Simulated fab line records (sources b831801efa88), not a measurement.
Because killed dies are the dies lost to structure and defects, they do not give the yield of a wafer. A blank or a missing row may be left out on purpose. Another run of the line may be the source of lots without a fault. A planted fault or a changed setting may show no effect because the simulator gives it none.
Comparing a struck lot with a sound one || flow sky130 || 22 out of 708 route steps
Sound: wafers L171.1, L171.3, L171.5. Wafers L178.1, L178.3, L178.6 were the ones struck. The cause is given at the end.
For every step that has rows: the tool of each side, followed by ch and its chambers, followed by its first start. Under that, the readings that differ: sound wafers || struck wafers || difference of the means || sigmas: that difference in standard deviations of wafers without a fault.
alike: readings whose means differ by less than 2 such deviations, and words and numbers that are the same on both sides. not compared: withheld readings, readings that some wafer has no value for, bounds like >300 that may hide the same value, and numbers for which the record gives no deviation and whose values overlap.
A row with sigmas, a row that says differs or no value, or rows on one side alone: a step with any of these is where the two part. When numbers do not overlap yet have no deviation, they are printed without sigmas and do not part them. A reading that every wafer of one side lacks parts them only if that side has two wafers or more.

first, 2 steps without rows for these wafers: SKY_RES_PROTECT_DEVELOP_06 (develop time 60 s); SKY_POLY_GATE_IMPLANT_02.
SKY_RES_PROTECT_STRIP_07: strips in O2/N2.
  sound on plasmaAsher-02 ch 0,1, day 17 16:25; struck on plasmaAsher-01 ch 0,1, day 19 13:49
  alike: drypumpMotorCurrentA, oesProductAu, stripTimeToEndpointS
  not compared: rfHoursCounterH
SKY_RES_PROTECT_TW_MEAS_08:
  sound on filmMetro-04, day 17 16:31; struck on filmMetro-04, day 19 13:55
  alike: POLY_GATE_TW
then, 2 steps without rows for these wafers: SKY_RES_PROTECT_CLEAN_09 (cleans in SC1/SC2, time 150 s); SKY_POLY_GATE_CVD_03 (deposits Si3N4 from DCS/NH3, target thk 75 nm, time 1290 s).
SKY_POLY_GATE_THK_MEAS_04:
  sound on filmMetro-04, day 17 17:59; struck on filmMetro-03, day 19 15:23
{"reading": "POLY_GATE_CVD_03_THK (nm)", "sound": "73.8 74.1 74.6", "struck": "76.1 76.0 75.8", "difference": "+1.8", "sigmas": "+3"}
then, 4 steps without rows for these wafers: SKY_POLY_GATE_DEHYDRATE_05 (time 60 s); SKY_POLY_GATE_HMDS_06 (prime time 60 s); SKY_POLY_GATE_COAT_07 (resist thk 110 nm); SKY_POLY_GATE_COAT_08 (resist thk 450 nm).
SKY_POLY_GATE_SOFTBAKE_09: time 91.16 s.
  sound: lithoTrack-01 ch 0; struck: lithoTrack-02 ch 0
  alike: plateSensorTCentreC, plateSensorTEdgeC
SKY_POLY_GATE_EXPOSE_10: exposes mask P1M, target cd 150 nm.
  sound on krfScanner-01 ch 0, day 18 09:29; struck on krfScanner-02 ch 0, day 20 06:58
{"reading": "mask", "sound": "P1M#0 P1M#0 P1M#0", "struck": "P1M_R1#0 P1M_R1#0 P1M_R1#0", "difference": "differs", "sigmas": ""}
then, 2 steps without rows for these wafers: SKY_POLY_GATE_PEB_11; SKY_POLY_GATE_DEVELOP_12 (develop time 60 s).
SKY_POLY_GATE_CD_MEAS_13: the cd target is 150 nm.
  sound on cdSem-02, day 18 23:43; struck on cdSem-01, day 20 21:44
{"reading": "cdNm (nm)", "sound": "151.1 152.2 152.7", "struck": "161.5 158.0 159.2", "difference": "+7.6", "sigmas": "+5"}
SKY_POLY_GATE_OVL_MEAS_14:
  sound on overlay-02, day 18 23:50; struck on overlay-01, day 20 21:51
  alike: POLY_GATE_OVL
SKY_POLY_GATE_ETCH_15: etches BARC in N2/H2, stops on SiO2, time 118.5 s, target depth 110 nm.
  sound on rieDiel-02 ch 0,1,3, day 18 23:53; struck on rieDiel-03 ch 0,2,3, day 20 21:53
{"reading": "model.POLY_GATE.cdNm (nm)", "sound": "149.2 152.8 156", "struck": "160.9 159.5 159.6", "difference": "+7.3", "sigmas": ""}
  alike: drypumpMotorCurrentA, oesProductAu, throttleValvePct
  not compared: rfHoursCounterH
SKY_POLY_GATE_ETCH_16: etches Si3N4 in CH3F/O2, stops on poly-Si, time 147.5 s, target depth 75 nm.
  sound on rieDiel-02 ch 0,1,3, day 18 23:58; struck on rieDiel-03 ch 0,2,3, day 20 21:58
  alike: drypumpMotorCurrentA, oesProductAu, throttleValvePct
  not compared: rfHoursCounterH
SKY_POLY_GATE_ETCH_17: etches poly-Si in HBr/Cl2, stops on SiO2, target depth 180 nm, time 70.5 s.
  sound on rieSi-02 ch 0,1,2, day 19 00:04; struck on rieSi-01 ch 0,2, day 20 22:04
{"reading": "drypumpMotorCurrentA (A)", "sound": "6.0 6.1 6.1", "struck": "5.9 4.8 4.8", "difference": -0.9, "sigmas": -2}
{"reading": "model.POLY_GATE.cdNm (nm)", "sound": "150.3 152.7 157.9", "struck": "161.1 159.8 159.8", "difference": "+6.6", "sigmas": ""}
  alike: oesProductAu, throttleValvePct
  not compared: rfHoursCounterH
SKY_POLY_GATE_STRIP_18: strips in O2/N2.
  sound on plasmaAsher-01 ch 0,1, day 19 00:07; struck on plasmaAsher-04 ch 0,1, day 20 22:07
  alike: drypumpMotorCurrentA, oesProductAu, stripTimeToEndpointS
  not compared: rfHoursCounterH
-- here the record skips 28 days between the struck wafers' starts before and after, leaving off in module POLY_GATE and picking up in module PAD_OPEN (first step shown: number 708 of the route) --
SKY_PAD_OPEN_PROBE_99:
  sound on prober-01, day 47 12:48; struck on prober-01, day 48 23:38
{"reading": "model.etest.resPoly.lineOhmUm", "sound": "530.8 529.9 499.1", "struck": "466.9 472 475.7", "difference": -48.4, "sigmas": ""}
{"reading": "model.etest.nfet_01v8.rOnOhmUm", "sound": "869.5 873.7 887.7", "struck": "928.4 968.6 957.5", "difference": "+74.5", "sigmas": ""}
{"reading": "model.etest.nfet_01v8_lvt.driveUaUm", "sound": "545.5 542 539.9", "struck": "498.8 487.8 490.1", "difference": -50.2, "sigmas": ""}
{"reading": "model.etest.nfet_01v8.driveUaUm", "sound": "479.5 468 464.1", "struck": "435 426.2 429.1", "difference": -40, "sigmas": ""}
{"reading": "model.etest.nfet_01v8_turned.driveUaUm", "sound": "475.5 464.8 465.3", "struck": "436.4 424.1 426.5", "difference": -39.5, "sigmas": ""}
  alike: killed_at_M0_to_M3, killed_at_M4_up, killedAtContacts, killedAtFrontEnd, killedAtOther, killedDies, killedOnRim, killedOpen, killedShort
  not compared: model.etest.pfet_01v8.rOnOhmUm, model.etest.nfetG5v0d10v5.rOnOhmUm, model.etest.sonosUncharged.rOnOhmUm

WHERE THEY PART
Last at SKY_POLY_GATE_ETCH_17 as far as this record goes, first at SKY_POLY_GATE_THK_MEAS_04. Later steps at which nothing parts them and some readings are alike: SKY_POLY_GATE_STRIP_18, SKY_PAD_OPEN_PROBE_99.

WHY: what had been put in by the simulator
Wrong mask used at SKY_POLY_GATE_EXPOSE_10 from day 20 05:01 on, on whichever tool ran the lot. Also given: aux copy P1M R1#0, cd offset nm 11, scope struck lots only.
